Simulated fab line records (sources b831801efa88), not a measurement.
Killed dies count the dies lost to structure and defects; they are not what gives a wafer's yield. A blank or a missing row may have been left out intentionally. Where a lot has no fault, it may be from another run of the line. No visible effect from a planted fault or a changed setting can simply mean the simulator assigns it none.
Chamber matching | flow gf180mcu | GF_V4_CMP_26 on cmp-02: 4 sister chambers
The step polishes, stops on SiO2, t overpolish 15 s, target thk 0 nm. 4 wafers are shown with their chamber, then 8 later ones without.

## WAFERS PAIRED WITH THEIR CHAMBERS
wafer  | chamber | motor_current_A (A)
L320.2 | 1       | 10.1
L325.1 | 3       | 14.6
L325.6 | 0       | 11.7
L327.2 | 2       | 11.4

## WAFERS WITHOUT THEIR CHAMBER
wafer  | motor_current_A (A)
L327.3 | 11.6
L327.6 | 11.9
L331.1 | 12.0
L331.3 | 11.3
L331.4 | 10.6
L334.2 | 12.0
L334.3 | 10.5
L334.5 | 11.5

## WHICH CHAMBER EACH WENT THROUGH
wafer  | from the rows above     | in truth
L327.3 | can't be placed: 0 or 2 | 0
L327.6 | can't be placed: 0 or 2 | 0
L331.1 | can't be placed: 0 or 2 | 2
L331.3 | can't be placed: 2 or 0 | 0
L331.4 | can't be placed: 1 or 2 | 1
L334.2 | can't be placed: 0 or 2 | 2
L334.3 | can't be placed: 1 or 2 | 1
L334.5 | can't be placed: 2 or 0 | 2
Correct placement for 0 of the 8. These rows do not allow placing 8 (true chamber among the candidates in 8). Placed wrongly: 0.
How it was worked out, from the rows above alone: a wafer's distance from a chamber is the root of the sum, over the readings, of the square of ((its reading less the chamber's mean) divided by the reading's scatter). If the next closest chamber is less than 2 further off than the closest, the wafer can't be placed; otherwise it belongs to the closest. Each chamber's mean is taken over the wafers shown for it. The scatter (one wafer shown for each chamber): square how far every hidden wafer sits from the nearest shown wafer, average those squares and take the square root.
